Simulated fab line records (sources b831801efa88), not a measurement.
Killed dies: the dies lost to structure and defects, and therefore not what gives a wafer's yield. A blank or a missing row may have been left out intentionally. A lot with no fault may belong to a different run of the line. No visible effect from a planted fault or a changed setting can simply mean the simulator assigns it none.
Code-filled problem report in 8D (eight disciplines) form | flow sky130 | the parts of the form that need people (team, actions taken, sign-off) are left out

## 1. WHAT IS WRONG
Across 3 wafers from 2 lots, LI_CONTACT_HDPCVD_THK at SKY_LI_CONTACT_THK_MEAS_01 averages 1680 nm, while fault-free wafers read 929 nm with a standard deviation of 8.3. Measured from the usual mean, that is +90 standard deviations.
First seen on wafer L870.1, day 31 14:09, on film_metro-04. At this step, 34 wafers from 12 lots have a number in the record. Rule for "out", or "out of limits": more than 4 standard deviations from the usual mean. All remaining wafers that have a number are taken as sound.

## 2. WHAT THIS IS AND IS NOT
question                    | is                     | is not
which readings at this step | LI_CONTACT_HDPCVD_THK  | -
which lots                  | L870, L871             | L860, L861, L862, L863, L864, L865, L867, L880, L881, L883
which wafers of those lots  | L870.1, L871.1, L871.2 | L870.4
read on which gauges        | film_metro-04          | film_metro-01, film_metro-02
when                        | from day 31 14:09      | up to then (22 sound wafers); but 9 sound wafers of L880, L881, L883 came after

## 3. SUSPECTS, AND WHAT RULES EACH OUT
Counting: any tool at a process step up to the reading remains a suspect provided it ran every lot that is out. Sound lots after the first of them don't rule it out here, since some wafers of a struck lot are sound.
- the gauge at SKY_LI_CONTACT_THK_MEAS_01: ruled out. All the wafers that are out were read on film_metro-04, but those of them that SKY_LI_CONTACT_CMP_02 has rows for are out there too, on other tools.
- hdpcvd-02 at SKY_LI_CONTACT_HDPCVD_00 (deposits PSG, target thk 930 nm, time 155 s): kept. It ran every lot that is out, first L870 (day 31 14:02); its last sound lot up to then is L863 (day 28 13:59).
The count leaves hdpcvd-02 at SKY_LI_CONTACT_HDPCVD_00.

## 4. THE CAUSE (what the simulator had put in)
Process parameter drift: hdpcvd-02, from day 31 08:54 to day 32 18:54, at SKY_LI_CONTACT_HDPCVD_00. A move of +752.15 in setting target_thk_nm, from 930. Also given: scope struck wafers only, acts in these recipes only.
After counting, this tool was the only one left.

## 5. THE CHAIN OF EFFECTS, in route order
One row per reading whose mean, taken over the struck wafers that have a number, lies over 3 standard deviations from the usual. Only readings whose record carries a usual standard deviation are examined. hours: median over the lots of the time between each lot's start at the first step of this table that gives one and its start at this step. sigmas: the change, counted in usual standard deviations.
hours | step                       | reading               | usual  | on struck wafers | change | sigmas
0     | SKY_LI_CONTACT_THK_MEAS_01 | LI_CONTACT_HDPCVD_THK | 929 nm | 1680             | +751   | +90
0     | SKY_LI_CONTACT_CMP_02      | time_to_endpoint_s    | 31.7 s | 102.2            | +70.5  | +41
It contains these process steps:
- SKY_LI_CONTACT_CMP_02: polishes PSG.

## 6. HOW IT WOULD HAVE BEEN CAUGHT EARLIER
In this record the first reading out of limits at a measuring or inspecting step was taken at day 31 14:09, 5 hours after the fault began at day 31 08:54.
L871, from the lots that are out (2), started SKY_LI_CONTACT_HDPCVD_00 on hdpcvd-02 later than day 31 14:09. Holding the tool at that time would have saved it.
